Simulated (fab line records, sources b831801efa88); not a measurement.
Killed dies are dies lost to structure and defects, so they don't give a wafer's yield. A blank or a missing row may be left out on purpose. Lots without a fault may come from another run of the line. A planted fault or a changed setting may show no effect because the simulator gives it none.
Which tool did it? | flow sky130 | 11 lots, 32 wafers sampled, at 6 steps of a route of 708

WHAT THE GAUGES READ, wafer by wafer
SKY_METAL1_CD_MEAS_15: target cd 140 nm. Usual: cd_nm 139.8 nm, standard deviation 1.5.
lot  | measured     | on        | cd_nm (nm)        | flag
L570 | day 34 08:18 | cd_sem-01 | 141.1 141.2 140.9 |
L572 | day 34 19:02 | cd_sem-01 | 139.0 140.0 140.5 |
L581 | day 38 04:07 | cd_sem-02 | 139.6 140.1       |
L582 | day 38 09:06 | cd_sem-01 | 138.9 139.2 140.5 |
L585 | day 39 13:33 | cd_sem-01 | 137.7 138.7 138.4 |
L588 | day 39 20:56 | cd_sem-01 | 139.4 139.4 139.6 |
L587 | day 39 23:28 | cd_sem-01 | 138.9 139.7 137.1 |
L589 | day 40 09:06 | cd_sem-01 | 138.5 138.8 139.1 |
L591 | day 40 16:02 | cd_sem-01 | 138.8 138.9 140.7 |
L592 | day 40 18:24 | cd_sem-01 | 138.1 138.6 140.1 |
L593 | day 41 00:04 | cd_sem-01 | 138.7 139.7 138.8 |

SKY_VIA1_RS_MEAS_22: measures by four-point-probe. Usual: VIA1_W_RS 0.430 ohm/sq, standard deviation 0.0046.
lot  | measured     | on            | VIA1_W_RS (ohm/sq) | flag
L570 | day 35 12:44 | film_metro-03 | 0.429 0.426 0.423  |
L572 | day 35 23:56 | film_metro-02 | 0.426 0.433 0.430  |
L581 | day 39 08:32 | film_metro-03 | 0.471 0.432        | OFF
L582 | day 39 13:04 | film_metro-01 | 0.430 0.426 0.431  |
L585 | day 40 17:19 | film_metro-02 | 0.430 0.433 0.437  |
L588 | day 40 23:32 | film_metro-03 | 0.432 0.424 0.431  |
L587 | day 41 02:44 | film_metro-03 | 0.429 0.422 0.423  |
L589 | day 41 12:24 | film_metro-02 | 0.427 0.427 0.430  |
L591 | day 41 19:06 | film_metro-01 | 0.428 0.431 0.430  |
L592 | day 41 21:06 | film_metro-03 | 0.437 0.424 0.422  |
L593 | day 42 02:38 | film_metro-01 | 0.435 0.427 0.433  |

SKY_VIA1_THK_MEAS_23: measures by xrf. Usual: VIA1_W_THK 273 nm, standard deviation 3.2.
lot  | measured     | on            | VIA1_W_THK (nm) | flag
L570 | day 35 12:51 | film_metro-03 | 272 276 276     |
L572 | day 36 00:02 | film_metro-02 | 277 274 273     |
L581 | day 39 08:37 | film_metro-03 | 248 270         | OFF
L582 | day 39 13:11 | film_metro-01 | 275 280 275     |
L585 | day 40 17:26 | film_metro-02 | 272 272 270     |
L588 | day 40 23:40 | film_metro-03 | 271 278 272     |
L587 | day 41 02:51 | film_metro-03 | 272 276 274     |
L589 | day 41 12:31 | film_metro-02 | 275 276 274     |
L591 | day 41 19:11 | film_metro-01 | 276 274 277     |
L592 | day 41 21:13 | film_metro-03 | 267 277 277     |
L593 | day 42 02:45 | film_metro-01 | 275 278 274     |

WHICH TOOL RAN EACH LOT (tool, then ch and the chambers of the sampled wafers, then the start)
lot  | SKY_METAL1_SPUTTER_00        | SKY_METAL1_DESCUM_17              | SKY_VIA1_CVD_21
L570 | pvd_sputter-04, day 33 04:02 | rie_metal-02 ch 0,1, day 34 08:28 | cvd_w-01 ch 0,1, day 35 12:38
L572 | pvd_sputter-01, day 33 15:16 | rie_metal-02 ch 0,1, day 34 19:10 | cvd_w-02 ch 0,1, day 35 23:50
L581 | pvd_sputter-03, day 37 01:44 | rie_metal-01 ch 1, day 38 04:14   | cvd_w-01 ch 0,1, day 39 08:25
L582 | pvd_sputter-03, day 37 06:28 | rie_metal-03 ch 0,1, day 38 09:16 | cvd_w-02 ch 0,1, day 39 12:58
L585 | pvd_sputter-04, day 38 11:24 | rie_metal-02 ch 1, day 39 13:43   | cvd_w-02 ch 0,1, day 40 17:14
L588 | pvd_sputter-04, day 38 19:15 | rie_metal-03 ch 0,1, day 39 21:05 | cvd_w-02 ch 0,1, day 40 23:27
L587 | pvd_sputter-01, day 38 21:48 | rie_metal-02 ch 0,1, day 39 23:36 | cvd_w-02 ch 0,1, day 41 02:38
L589 | pvd_sputter-01, day 39 07:23 | rie_metal-01 ch 0,1, day 40 09:16 | cvd_w-02 ch 0,1, day 41 12:19
L591 | pvd_sputter-04, day 39 14:54 | rie_metal-02 ch 0,1, day 40 16:09 | cvd_w-02 ch 0,1, day 41 18:59
L592 | pvd_sputter-03, day 39 17:11 | rie_metal-03 ch 0,1, day 40 18:34 | cvd_w-02 ch 0,1, day 41 21:01
L593 | pvd_sputter-03, day 39 23:08 | rie_metal-02 ch 0,1, day 41 00:12 | cvd_w-01 ch 0, day 42 02:28
- SKY_METAL1_SPUTTER_00: material Ti, target thk 15 nm, time 10 s.
- SKY_METAL1_DESCUM_17: chemistry O2, time 8 s.
- SKY_VIA1_CVD_21: deposits W, target thk 270 nm, time 80.902 s.

WHAT THE TOOLS THEMSELVES READ (means of the sampled wafers that have a number; where no wafer has one, the mark that the record gives instead)
SKY_METAL1_SPUTTER_00. Usual: throttle_valve_pct 29.7 %, standard deviation 1.2.
lot  | tool           | throttle_valve_pct (%) | flag
L570 | pvd_sputter-04 | 29.2                   |
L572 | pvd_sputter-01 | 31.1                   |
L581 | pvd_sputter-03 | 29.0                   |
L582 | pvd_sputter-03 | 29.1                   |
L585 | pvd_sputter-04 | 30.3                   |
L588 | pvd_sputter-04 | 28.9                   |
L587 | pvd_sputter-01 | 31.4                   |
L589 | pvd_sputter-01 | 31.4                   |
L591 | pvd_sputter-04 | 29.0                   |
L592 | pvd_sputter-03 | 27.9                   |
L593 | pvd_sputter-03 | 28.6                   |

SKY_METAL1_DESCUM_17. Usual: chamber_pressure_mTorr 9.998 mTorr, standard deviation 0.0099; drypump_motor_current_A 5.6 A, standard deviation 0.47; oes_product_au 1.003 a.u., standard deviation 0.0082.
lot  | tool         | chamber_pressure_mTorr (mTorr) | drypump_motor_current_A (A) | oes_product_au (a.u.) | flag
L570 | rie_metal-02 | 9.991                          | 5.9                         | 0.993                 |
L572 | rie_metal-02 | 9.992                          | 5.9                         | 1.004                 |
L581 | rie_metal-01 | 9.998                          | 5.3                         | 0.998                 |
L582 | rie_metal-03 | 10.000                         | 5.0                         | 1.005                 |
L585 | rie_metal-02 | 10.004                         | 5.6                         | 1.003                 |
L588 | rie_metal-03 | 9.996                          | 5.1                         | 1.009                 |
L587 | rie_metal-02 | 9.996                          | 5.8                         | 0.993                 |
L589 | rie_metal-01 | 9.994                          | 5.6                         | 1.002                 |
L591 | rie_metal-02 | 9.998                          | 5.8                         | 1.007                 |
L592 | rie_metal-03 | 9.995                          | 5.4                         | 0.999                 |
L593 | rie_metal-02 | 9.998                          | 6.0                         | 0.995                 |

SKY_VIA1_CVD_21. Usual: heater_power_w 906 W, standard deviation 86.
lot  | tool     | heater_power_w (W) | flag
L570 | cvd_w-01 | 962                |
L572 | cvd_w-02 | 879                |
L581 | cvd_w-01 | 958                |
L582 | cvd_w-02 | 855                |
L585 | cvd_w-02 | 841                |
L588 | cvd_w-02 | 845                |
L587 | cvd_w-02 | 827                |
L589 | cvd_w-02 | 851                |
L591 | cvd_w-02 | 851                |
L592 | cvd_w-02 | 797                |
L593 | cvd_w-01 | 978                |

THE ANSWER, worked out from the rows above alone
Rule: a lot is off if the mean of its wafers that have a number lies more than 3 standard deviations from the usual mean. A lot without any number at a reading at which 4 lots or more have one is off too. The other lots that the step has rows for count as sound. The gauges are gone through in route order, then the tools' own readings, and for those a lot's mean is taken as printed above. The first step at which some lot is off is used, and at that step the reading that is off furthest; a lot without a number counts as furthest.
Off: L581, at SKY_VIA1_RS_MEAS_22 (VIA1_W_RS).
A tool fits if, at a process step before that reading, it ran every lot that is off, and no sound lot after the first of them. The gauges at SKY_VIA1_RS_MEAS_22 are tried like those tools. None of those tried fits.

WHAT THE SIMULATOR HAD PUT IN
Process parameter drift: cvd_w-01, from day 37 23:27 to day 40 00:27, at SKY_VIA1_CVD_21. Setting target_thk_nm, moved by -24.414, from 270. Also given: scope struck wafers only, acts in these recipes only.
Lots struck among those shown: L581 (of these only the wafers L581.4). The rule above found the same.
